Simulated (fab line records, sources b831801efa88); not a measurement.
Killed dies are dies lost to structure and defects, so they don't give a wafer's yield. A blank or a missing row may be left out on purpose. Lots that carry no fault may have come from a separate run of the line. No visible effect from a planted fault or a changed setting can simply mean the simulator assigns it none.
Problem report, 8D (eight disciplines) form, completed by code    flow gf180mcu    the parts of the form that need people (team, actions taken, sign-off) are left out

1. THE PROBLEM
V3_W_RS at GF_V3_RS_MEAS_24 reads a mean of 0.229 ohm/sq on 1 wafer of 1 lot; wafers without a fault read 0.328 ohm/sq with a standard deviation of 0.0035. Measured from the usual mean, that is -28 standard deviations.
The step: measures by four-point-probe.
The first sign was on wafer L276.4 at day 27 12:03, on film_metro-04. Wafers with a number at this step in the record: 30, from 10 lots. The rule behind "out" and "out of limits": a value lying over 4 standard deviations away from the usual mean. All remaining wafers that have a number are taken as sound.

2. WHAT IT IS; WHAT IT IS NOT
question                     is                 is not
which readings at this step  V3_W_RS            -
which lots                   L276               L261, L262, L264, L266, L267, L268, L269, L271, L273
which wafers of those lots   L276.4             L276.1, L276.5
read on which gauges         film_metro-04      film_metro-01
when                         from day 27 12:03  up to then (29 sound wafers)

3. WHAT RULES OUT EACH SUSPECT
Counting: any tool at a process step up to the reading remains a suspect provided it ran every lot that is out. Sound lots after the first of them don't rule it out here, since some wafers of a struck lot are sound.
- the gauge at GF_V3_RS_MEAS_24: ruled out. All the wafers that are out were read on film_metro-04, but those of them that GF_V3_CMP_26 has rows for are out there too, on other tools.
- cmp-02 at GF_V3_CMP_04 (polishes SiO2): kept. L276, the lot that is out, went through it at day 26 13:38; up to then, the latest sound lot through it was L268 at day 24 02:08.
- pvd_sputter-01 at GF_V3_SPUTTER_22 (material TiN, target thk 10 nm, time 40 s): kept. L276, the lot that is out, went through it at day 27 11:54; up to then, the latest sound lot through it was L273 at day 26 19:22.
- cvd_w-02 at GF_V3_CVD_23 (deposits W, target thk 350 nm, time 104.9 s): kept. L276, the lot that is out, went through it at day 27 11:56; up to then, the latest sound lot through it was L271 at day 25 20:53.
- In cmp-02 at GF_V3_CMP_04, the wafers that are out were processed in chamber 0 and their sound lot-mates in chambers 2, 3.
- Within cvd_w-02 at GF_V3_CVD_23, the wafers that are out were processed in chamber 0 and their sound lot-mates in chamber 1.
Still standing after the count: cmp-02 at GF_V3_CMP_04, pvd_sputter-01 at GF_V3_SPUTTER_22, cvd_w-02 at GF_V3_CVD_23.

4. THE CAUSE (what the simulator had put in)
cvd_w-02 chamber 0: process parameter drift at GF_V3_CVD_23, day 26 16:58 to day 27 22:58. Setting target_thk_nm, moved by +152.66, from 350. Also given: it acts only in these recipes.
Counting leaves 3 suspects; this tool is one of them.

5. THE CHAIN OF EFFECTS, in route order
Each row: a reading whose mean over the struck wafers that have a number lies more than 3 standard deviations from the usual. Readings are gone through only where the record gives a usual standard deviation; hours: the median, over the lots, of the time from a lot's start at the first step in this table giving one to that lot's start at this step; sigmas: the change measured in usual standard deviations.
hours  step               reading             usual         on struck wafers  change  sigmas
0      GF_V3_RS_MEAS_24   V3_W_RS             0.328 ohm/sq  0.229             -0.099  -28
0      GF_V3_THK_MEAS_25  V3_W_THK            358 nm        532               +174    +30
0      GF_V3_CMP_26       time_to_endpoint_s  85 s          117               +32     +11
Process steps it contains:
- GF_V3_CMP_26: polishes, stops on SiO2, t overpolish 15 s, target thk 0 nm.

6. HOW IT WOULD HAVE BEEN CAUGHT EARLIER
19 hours passed between the start of the fault at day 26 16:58 and the first reading out of limits at a measuring or inspecting step in this record, taken at day 27 12:03.
Tool readings at GF_V3_CVD_23 with a usual standard deviation given in the record: none out on any struck wafer, hence no alarm at a limit of 4 standard deviations on them.
By day 27 12:03, every lot that is out (1) had started GF_V3_CVD_23 on cvd_w-02. Holding the tool at that point would not have protected any of them.
